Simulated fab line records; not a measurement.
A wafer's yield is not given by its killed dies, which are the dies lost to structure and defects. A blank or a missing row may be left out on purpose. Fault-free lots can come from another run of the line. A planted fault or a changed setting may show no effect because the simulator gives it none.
Commonality check across tools + flow sky130 + Lots sampled 14, wafers sampled 42

## REASON IT WAS OPENED
SKY_METAL5_RS_MEAS_05, reading METAL5_ALCU_RS: flagged on 2 of 14 lots. No-fault wafers: 0.0271 ohm/sq, standard deviation 0.0003.
Rule: flag the lot when none of its wafers has a number, or when each of its wafers that has one lies beyond 4 standard deviations from that mean. The other lots count as sound.

| lot  | measured     | on           | METAL5_ALCU_RS (ohm/sq), wafer by wafer | flag    |
|------|--------------|--------------|-----------------------------------------|---------|
| L573 | day 42 22:53 | filmMetro-03 | 0.0272 0.0273 0.0271                    |         |
| L574 | day 43 14:28 | filmMetro-03 | 0.0269 0.0273 0.0268                    |         |
| L577 | day 44 12:40 | filmMetro-01 | 0.0265 0.0269 0.0271                    |         |
| L578 | day 44 19:02 | filmMetro-04 | 0.0273 0.0273 0.0275                    |         |
| L579 | day 45 08:25 | filmMetro-04 | 0.0269 0.0270 0.0269                    |         |
| L580 | day 45 09:25 | filmMetro-04 | 0.0272 0.0269 0.0270                    |         |
| L581 | day 45 14:54 | filmMetro-03 | 0.0269 0.0266 0.0266                    |         |
| L583 | day 46 00:48 | filmMetro-03 | 0.0272 0.0270 0.0267                    |         |
| L584 | day 46 13:12 | filmMetro-01 | 8.6185 8.5190 8.5641                    | FLAGGED |
| L585 | day 46 13:48 | filmMetro-03 | 8.7066 8.7024 8.7039                    | FLAGGED |
| L588 | day 47 06:18 | filmMetro-03 | 0.0269 0.0272 0.0267                    |         |
| L587 | day 47 08:57 | filmMetro-03 | 0.0269 0.0270 0.0273                    |         |
| L595 | day 48 17:37 | filmMetro-03 | 0.0271 0.0270 0.0269                    |         |
| L594 | day 48 19:42 | filmMetro-04 | 0.0276 0.0271 0.0274                    |         |
Averaged over the flagged lots the numbers come to 8.6357 ohm/sq, +8.6086 ohm/sq from the usual (+99 or more standard deviations).

## TOOL THAT RAN EACH LOT
The record holds 3 process steps before the reading, out of a route of 708 steps. Every cell lists first the tool, next ch and the chambers used by the sampled wafers, and last the start.
| lot  | flag    | SKY_METAL4_SPUTTER_02       | SKY_VIA4_STRIP_13                   | SKY_METAL5_SPUTTER_02       |
|------|---------|-----------------------------|-------------------------------------|-----------------------------|
| L573 |         | pvdSputter-03, day 39 19:11 | plasmaAsher-04 ch 0,1, day 42 21:25 | pvdSputter-02, day 42 22:46 |
| L574 |         | pvdSputter-04, day 40 11:41 | plasmaAsher-03 ch 0,1, day 43 12:56 | pvdSputter-01, day 43 14:21 |
| L577 |         | pvdSputter-04, day 41 11:47 | plasmaAsher-04 ch 0,1, day 44 11:04 | pvdSputter-01, day 44 12:30 |
| L578 |         | pvdSputter-01, day 41 18:58 | plasmaAsher-04 ch 0,1, day 44 17:34 | pvdSputter-04, day 44 18:53 |
| L579 |         | pvdSputter-03, day 42 09:13 | plasmaAsher-03 ch 0,1, day 45 06:58 | pvdSputter-04, day 45 08:18 |
| L580 |         | pvdSputter-03, day 42 10:39 | plasmaAsher-04 ch 0,1, day 45 07:58 | pvdSputter-04, day 45 09:18 |
| L581 |         | pvdSputter-04, day 42 17:38 | plasmaAsher-04 ch 0,1, day 45 13:26 | pvdSputter-02, day 45 14:44 |
| L583 |         | pvdSputter-01, day 43 04:14 | plasmaAsher-04 ch 0,1, day 45 23:20 | pvdSputter-01, day 46 00:41 |
| L584 | FLAGGED | pvdSputter-03, day 43 17:08 | plasmaAsher-03 ch 0,1, day 46 11:44 | pvdSputter-02, day 46 13:02 |
| L585 | FLAGGED | pvdSputter-01, day 43 17:31 | plasmaAsher-01 ch 0, day 46 12:20   | pvdSputter-01, day 46 13:41 |
| L588 |         | pvdSputter-01, day 44 12:12 | plasmaAsher-04 ch 0,1, day 47 04:44 | pvdSputter-02, day 47 06:11 |
| L587 |         | pvdSputter-01, day 44 15:14 | plasmaAsher-04 ch 0,1, day 47 07:26 | pvdSputter-04, day 47 08:47 |
| L595 |         | pvdSputter-03, day 46 01:59 | plasmaAsher-03 ch 0,1, day 48 15:43 | pvdSputter-04, day 48 17:28 |
| L594 |         | pvdSputter-03, day 46 03:20 | plasmaAsher-04 ch 0,1, day 48 17:49 | pvdSputter-04, day 48 19:35 |
These steps, and what they do:
- SKY_METAL4_SPUTTER_02: material AlCu, target thk 735 nm, time 39.1 s.
- SKY_VIA4_STRIP_13: strips in O2/N2.
- SKY_METAL5_SPUTTER_02: material AlCu, target thk 1150 nm, time 61.2 s.
- SKY_METAL5_RS_MEAS_05: measures by four-point-probe.

## FLAGGED OVER TOTAL, TOOL BY TOOL (the gauges that took the reading come last)
| step                  | tool           | lots run | flagged | share of the flagged lots | sound lots run after its first flagged lot |
|-----------------------|----------------|----------|---------|---------------------------|--------------------------------------------|
| SKY_METAL4_SPUTTER_02 | pvdSputter-01  | 5        | 1       | some                      | 2 (L588,L587)                              |
| SKY_METAL4_SPUTTER_02 | pvdSputter-03  | 6        | 1       | some                      | 2 (L595,L594)                              |
| SKY_METAL4_SPUTTER_02 | pvdSputter-04  | 3        | 0       | none                      | -                                          |
| SKY_VIA4_STRIP_13     | plasmaAsher-01 | 1        | 1       | some                      | 0                                          |
| SKY_VIA4_STRIP_13     | plasmaAsher-03 | 4        | 1       | some                      | 1 (L595)                                   |
| SKY_VIA4_STRIP_13     | plasmaAsher-04 | 9        | 0       | none                      | -                                          |
| SKY_METAL5_SPUTTER_02 | pvdSputter-01  | 4        | 1       | some                      | 0                                          |
| SKY_METAL5_SPUTTER_02 | pvdSputter-02  | 4        | 1       | some                      | 1 (L588)                                   |
| SKY_METAL5_SPUTTER_02 | pvdSputter-04  | 6        | 0       | none                      | -                                          |
| SKY_METAL5_RS_MEAS_05 | filmMetro-01   | 2        | 1       | some                      | 0                                          |
| SKY_METAL5_RS_MEAS_05 | filmMetro-03   | 8        | 1       | some                      | 3 (L588,L587,L595)                         |
| SKY_METAL5_RS_MEAS_05 | filmMetro-04   | 4        | 0       | none                      | -                                          |

## WHAT THE TABLE ALLOWS
No row of the table ran every flagged lot.

## WHAT HAD BEEN PUT IN BY THE SIMULATOR
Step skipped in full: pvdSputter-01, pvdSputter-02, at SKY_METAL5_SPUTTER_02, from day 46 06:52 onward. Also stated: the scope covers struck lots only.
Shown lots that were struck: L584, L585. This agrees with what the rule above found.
